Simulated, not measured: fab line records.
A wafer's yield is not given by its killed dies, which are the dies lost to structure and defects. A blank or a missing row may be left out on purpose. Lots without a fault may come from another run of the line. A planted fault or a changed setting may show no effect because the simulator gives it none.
Comparing a struck lot with a sound one | flow sky130 | 17 steps out of a route of 708
Sound: wafers L394.1, L394.2, L394.3. The struck wafers were L406.2, L406.5, L406.6. The cause is given at the end.
Each step with rows lists, per side, the tool, then ch with its chambers, then its first start. Under that, the readings that differ: sound wafers | struck wafers | difference of the means | sigmas: that difference in standard deviations of wafers without a fault.
alike: words and numbers the same on both sides, and readings whose means are apart by under 2 such deviations; not compared: readings that were withheld, readings missing a value for some wafer, numbers with overlapping values and no deviation given by the record, and bounds like >300 which may hide the same value.
The two part at a step that has a row with sigmas, a row that says differs or no value, or rows on one side only. Numbers that don't overlap but have no deviation are shown without sigmas and don't part them. A reading missing from all wafers of one side parts the sides only when that side holds two or more wafers.

first, 9 steps without rows for these wafers: SKY_CAP2M_CLEAN_17 (cleans in O3/DIW); SKY_METAL4_DEHYDRATE_05 (time 60 s); SKY_METAL4_HMDS_06 (prime time 60 s); SKY_METAL4_COAT_07 (resist thk 60 nm); SKY_METAL4_COAT_08 (resist thk 1140 nm); SKY_METAL4_SOFTBAKE_09 (time 90 s); SKY_METAL4_EXPOSE_10 (exposes mask MM4, target cd 300 nm); SKY_METAL4_PEB_11; SKY_METAL4_DEVELOP_12 (develop time 60 s).
SKY_METAL4_CD_MEAS_13: target cd 300 nm.
  struck on cd sem-02, day 47 01:50; sound on cd sem-02, day 44 05:01
  alike: cd nm
SKY_METAL4_OVL_MEAS_14:
  struck on overlay-01, day 47 01:57; sound on overlay-02, day 44 05:08
  alike: METAL4_OVL
SKY_METAL4_DESCUM_15: chemistry O2, time 8 s.
  sound on rie metal-01 ch 0,1, day 44 05:11; struck on rie metal-01 ch 0,1, day 47 01:59
  alike: drypump motor current A, oes product au
  not compared: rf hours counter h
SKY_METAL4_ETCH_16: etches BARC in N2/H2, stops on SiO2, time 88.2 s, target depth 60 nm.
  sound on rie metal-01 ch 0,1, day 44 05:13; struck on rie metal-01 ch 0,1, day 47 02:01
  no value came back on the struck wafers for any of 5 readings (bias w (W), chamber pressure mTorr (mTorr) and others); on the sound wafers bias w (W) reads 99.71 99.72 99.90
  reading                                       | sound          | struck         | difference | sigmas
  model.KrF-thick_of_METAL4_COAT_08.thk nm (nm) | 1074 1074 1074 | 1126 1124 1123 | +50        |
  not compared: rf hours counter h
SKY_METAL4_ETCH_17: etches SiO2 in C4F8/O2/Ar, stops on TiN, time 3.9 s, target depth 15 nm.
  sound on rie diel-04 ch 0,2,3, day 44 05:19; struck on rie diel-03 ch 0,1,2, day 47 02:07
  reading               | sound             | struck            | difference | sigmas
  oes product au (a.u.) | 0.761 0.747 0.750 | 0.375 0.381 0.374 | -0.376     | -60
  alike: bias w, chamber pressure mTorr
  not compared: rf hours counter h
SKY_METAL4_METAL_ETCH_18: etches the open film in Cl2/BCl3, stops on SiO2, target depth 845 nm, time 183.1 s.
  sound on rie metal-03 ch 0,1, day 44 05:20; struck on rie metal-04 ch 1, day 47 02:11
  reading                                       | sound             | struck            | difference | sigmas
  oes product au (a.u.)                         | 0.870 0.875 0.869 | 0.377 0.372 0.373 | -0.497     | -89
  model.KrF-thick_of_METAL4_COAT_08.thk nm (nm) | 530.5 529.6 535.4 | 577.4 572.7 574.3 | +43.0      |
  alike: bcl3 flow sccm, bias w, drypump motor current A, throttle valve pct
  not compared: rf hours counter h
SKY_METAL4_STRIP_19: strips in O2/N2.
  sound on plasma asher-01 ch 0,1, day 44 05:31; struck on plasma asher-02 ch 0,1, day 47 02:29
  reading                      | sound             | struck            | difference | sigmas
  oes product au (a.u.)        | 0.509 0.506 0.510 | 0.520 0.524 0.522 | +0.014     | +3
  strip time to endpoint s (s) | 6.58 6.55 6.63    | 7.03 6.99 6.99    | +0.42      | +5
  alike: drypump motor current A
  not compared: rf hours counter h
then, 1 step without rows for these wafers: SKY_METAL4_STRIP_20 (strips in post etch residue remover, time 1200 s).

== WHERE THEY PART ==
At SKY_METAL4_ETCH_16 first; at SKY_METAL4_STRIP_19 last (within this record only).

WHY: whatever the simulator had introduced
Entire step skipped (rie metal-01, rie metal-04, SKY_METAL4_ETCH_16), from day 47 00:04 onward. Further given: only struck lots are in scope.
